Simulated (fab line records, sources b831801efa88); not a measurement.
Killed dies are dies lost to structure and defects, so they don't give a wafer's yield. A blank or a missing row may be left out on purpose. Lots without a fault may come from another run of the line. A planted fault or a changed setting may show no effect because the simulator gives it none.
Which tool did it? | flow sfq_line | 14 lots, 42 wafers sampled, at 4 steps of a route of 325

WHAT THE GAUGES READ, wafer by wafer
SFQ_R5_THK_MEAS_934: measures by xrf. Usual: R5_MONX_THK 39.9 nm, standard deviation 0.5.
lot  | measured     | on            | R5_MONX_THK (nm) | flag
L493 | day 43 09:07 | film_metro-03 | 39.8 40.8 39.9   |
L495 | day 44 18:19 | film_metro-01 | 39.7 40.4 40.1   |
L497 | day 45 06:19 | film_metro-03 | 39.6 39.9 40.0   |
L499 | day 46 03:25 | film_metro-03 | 40.3 39.6 40.2   |
L500 | day 46 06:25 | film_metro-01 | 40.5 39.8 40.1   |
L502 | day 48 07:45 | film_metro-02 | 39.0 39.8 39.5   |
L503 | day 49 13:45 | film_metro-03 | 39.6 39.9 40.0   |
L504 | day 51 00:25 | film_metro-03 | 39.2 39.3 39.0   |
L505 | day 51 13:45 | film_metro-02 | 39.5 39.5 39.9   |
L506 | day 52 03:26 | film_metro-02 | 39.5 39.8 39.9   |
L508 | day 53 05:04 | film_metro-03 | 39.4 39.8 39.6   |
L509 | day 53 11:43 | film_metro-02 | 40.9 41.1 41.1   |
L510 | day 55 08:59 | film_metro-02 | 39.5 40.1 39.7   |
L513 | day 57 08:33 | film_metro-02 | 40.1 40.5 39.8   |

WHICH TOOL RAN EACH LOT (tool, then ch and the chambers of the sampled wafers, then the start)
lot  | SFQ_TRILAYER_I2_VIA_ETCH_VIA_ETCH_070 | SFQ_TRILAYER_M4_DEP_SPUTTER_091 | SFQ_TRILAYER_M5_STRIP_STRIP_127
L493 | rie_diel-02 ch 0,2, day 25 13:52      | pvd_sputter-05, day 31 15:55    | rie_metal-03 ch 0,1, day 42 19:15
L495 | rie_diel-04 ch 0,1,3, day 26 13:52    | pvd_sputter-04, day 32 21:20    | rie_metal-03 ch 0,1, day 44 08:20
L497 | rie_diel-04 ch 0,2, day 27 01:53      | pvd_sputter-03, day 33 09:06    | rie_metal-02 ch 0,1, day 44 20:25
L499 | rie_diel-03 ch 1,2, day 27 23:29      | pvd_sputter-05, day 34 01:38    | rie_metal-02 ch 0,1, day 45 19:55
L500 | rie_diel-03 ch 1,2, day 28 04:20      | pvd_sputter-04, day 34 02:50    | rie_metal-02 ch 0,1, day 46 00:27
L502 | rie_diel-03 ch 1,2,3, day 29 07:52    | pvd_sputter-04, day 35 00:26    | rie_metal-03 ch 0, day 47 12:50
L503 | rie_diel-04 ch 0,1,2, day 30 13:25    | pvd_sputter-03, day 36 07:38    | rie_metal-02 ch 0,1, day 48 23:59
L504 | rie_diel-03 ch 0,2, day 30 23:01      | pvd_sputter-05, day 36 18:14    | rie_metal-01 ch 0,1, day 50 14:23
L505 | rie_diel-03 ch 0,1,2, day 31 03:49    | pvd_sputter-03, day 36 21:50    | rie_metal-01 ch 0,1, day 50 22:35
L506 | rie_diel-02 ch 1,2, day 32 01:13      | pvd_sputter-05, day 37 16:42    | rie_metal-01 ch 0,1, day 51 16:20
L508 | rie_diel-02 ch 0,1,2, day 32 16:28    | pvd_sputter-05, day 38 11:27    | rie_metal-03 ch 0,1, day 52 23:47
L509 | rie_diel-03 ch 0,1, day 32 18:52      | pvd_sputter-05, day 38 13:41    | rie_metal-03 ch 0,1, day 53 05:54
L510 | rie_diel-02 ch 1,3, day 33 12:52      | pvd_sputter-04, day 39 14:51    | rie_metal-03 ch 0, day 55 03:42
L513 | rie_diel-04 ch 0,3, day 34 17:40      | pvd_sputter-03, day 40 18:27    | rie_metal-03 ch 0, day 57 03:16
- SFQ_TRILAYER_I2_VIA_ETCH_VIA_ETCH_070: etches SiO2 in CHF3, stops on Nb, target depth 260 nm.
- SFQ_TRILAYER_M4_DEP_SPUTTER_091: material Nb, target thk 200 nm, time 133.3 s.
- SFQ_TRILAYER_M5_STRIP_STRIP_127: strips in O2.

WHAT THE TOOLS THEMSELVES READ (means of the sampled wafers that have a number; where no wafer has one, the mark that the record gives instead)
SFQ_TRILAYER_I2_VIA_ETCH_VIA_ETCH_070. Usual: drypump_motor_current_A 5.5 A, standard deviation 0.39; oes_product_au 0.855 a.u., standard deviation 0.0049; rf_fwd_power_W 498.1 W, standard deviation 1.7.
lot  | tool        | drypump_motor_current_A (A) | oes_product_au (a.u.) | rf_fwd_power_W (W) | flag
L493 | rie_diel-02 | 5.9                         | 0.858                 | 498.7              |
L495 | rie_diel-04 | 5.2                         | 0.859                 | 498.6              |
L497 | rie_diel-04 | 5.2                         | 0.856                 | 498.1              |
L499 | rie_diel-03 | 5.5                         | 0.858                 | 498.5              |
L500 | rie_diel-03 | 5.5                         | 0.859                 | 498.4              |
L502 | rie_diel-03 | 5.7                         | 0.855                 | 498.3              |
L503 | rie_diel-04 | 5.4                         | 0.855                 | 498.3              |
L504 | rie_diel-03 | 5.7                         | 0.856                 | 498.5              |
L505 | rie_diel-03 | 5.6                         | 0.855                 | 499.1              |
L506 | rie_diel-02 | 5.5                         | 0.854                 | 497.4              |
L508 | rie_diel-02 | 5.6                         | 0.852                 | 497.5              |
L509 | rie_diel-03 | 5.6                         | 0.853                 | 497.3              |
L510 | rie_diel-02 | 5.5                         | 0.857                 | 498.1              |
L513 | rie_diel-04 | 4.9                         | 0.857                 | 498.7              |

SFQ_TRILAYER_M4_DEP_SPUTTER_091. Usual: chamber_pressure_pa 0.13329 Pa, standard deviation 0.00023; throttle_valve_pct 30.1 %, standard deviation 0.67.
lot  | tool           | chamber_pressure_pa (Pa) | throttle_valve_pct (%) | flag
L493 | pvd_sputter-05 | 0.13327                  | 30.3                   |
L495 | pvd_sputter-04 | 0.13325                  | 30.2                   |
L497 | pvd_sputter-03 | 0.13315                  | 29.6                   |
L499 | pvd_sputter-05 | 0.13343                  | 30.6                   |
L500 | pvd_sputter-04 | 0.13333                  | 29.8                   |
L502 | pvd_sputter-04 | 0.13336                  | 30.0                   |
L503 | pvd_sputter-03 | 0.13319                  | 29.3                   |
L504 | pvd_sputter-05 | 0.13318                  | 30.7                   |
L505 | pvd_sputter-03 | 0.13344                  | 29.2                   |
L506 | pvd_sputter-05 | 0.13312                  | 30.9                   |
L508 | pvd_sputter-05 | 0.13730                  | 29.8                   | OFF
L509 | pvd_sputter-05 | 0.13709                  | 29.8                   | OFF
L510 | pvd_sputter-04 | 0.13326                  | 30.1                   |
L513 | pvd_sputter-03 | 0.13313                  | 29.4                   |

SFQ_TRILAYER_M5_STRIP_STRIP_127. Usual: drypump_motor_current_A 5.89 A, standard deviation 0.19; he_backside_leak_sccm 3.5 sccm, standard deviation 0.4; oes_product_au 0.998 a.u., standard deviation 0.0087.
lot  | tool         | drypump_motor_current_A (A) | he_backside_leak_sccm (sccm) | oes_product_au (a.u.) | flag
L493 | rie_metal-03 | 5.91                        | 3.3                          | 0.999                 |
L495 | rie_metal-03 | 5.92                        | 3.6                          | 1.004                 |
L497 | rie_metal-02 | 6.04                        | 3.7                          | 1.001                 |
L499 | rie_metal-02 | 6.01                        | 3.7                          | 0.994                 |
L500 | rie_metal-02 | 6.05                        | 3.7                          | 0.999                 |
L502 | rie_metal-03 | 5.83                        | 3.4                          | 1.010                 |
L503 | rie_metal-02 | 5.82                        | 3.6                          | 1.001                 |
L504 | rie_metal-01 | 5.81                        | 3.5                          | 0.991                 |
L505 | rie_metal-01 | 5.84                        | 3.6                          | 0.999                 |
L506 | rie_metal-01 | 5.79                        | 3.3                          | 0.988                 |
L508 | rie_metal-03 | 5.90                        | 3.4                          | 1.006                 |
L509 | rie_metal-03 | 5.93                        | 3.3                          | 0.996                 |
L510 | rie_metal-03 | 5.86                        | 3.2                          | 0.997                 |
L513 | rie_metal-03 | 5.85                        | 3.4                          | 0.990                 |

THE ANSWER, worked out from the rows above alone
Rule: a lot is off if the mean of its wafers that have a number lies more than 3 standard deviations from the usual mean. A lot without any number at a reading at which 4 lots or more have one is off too. The other lots that the step has rows for count as sound. The gauges are gone through in route order, then the tools' own readings, and for those a lot's mean is taken as printed above. The first step at which some lot is off is used, and at that step the reading that is off furthest; a lot without a number counts as furthest.
Off: L508, L509, at SFQ_TRILAYER_M4_DEP_SPUTTER_091 (chamber_pressure_pa).
A tool fits if, at that step or a process step before it, it ran every lot that is off, and no sound lot after the first of them. One fits: pvd_sputter-05 at SFQ_TRILAYER_M4_DEP_SPUTTER_091. Its last sound lot is L506 (day 37 16:42), its first lot that is off L508 (day 38 11:27): a fault that began between those two fits.
The tool's own readings at SFQ_TRILAYER_M4_DEP_SPUTTER_091 bear it out: on the lots that are off they differ by more than 5 times the standard deviation of the sound lots' means. chamber_pressure_pa reads 0.13720 Pa there against 0.13326 Pa on the sound lots.

WHAT THE SIMULATOR HAD PUT IN
Process parameter drift: pvd_sputter-05, from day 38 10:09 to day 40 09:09, at SFQ_TRILAYER_M4_DEP_SPUTTER_091. Setting chamber_pressure_pa, moved by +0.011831, from 0.1333. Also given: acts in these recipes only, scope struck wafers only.
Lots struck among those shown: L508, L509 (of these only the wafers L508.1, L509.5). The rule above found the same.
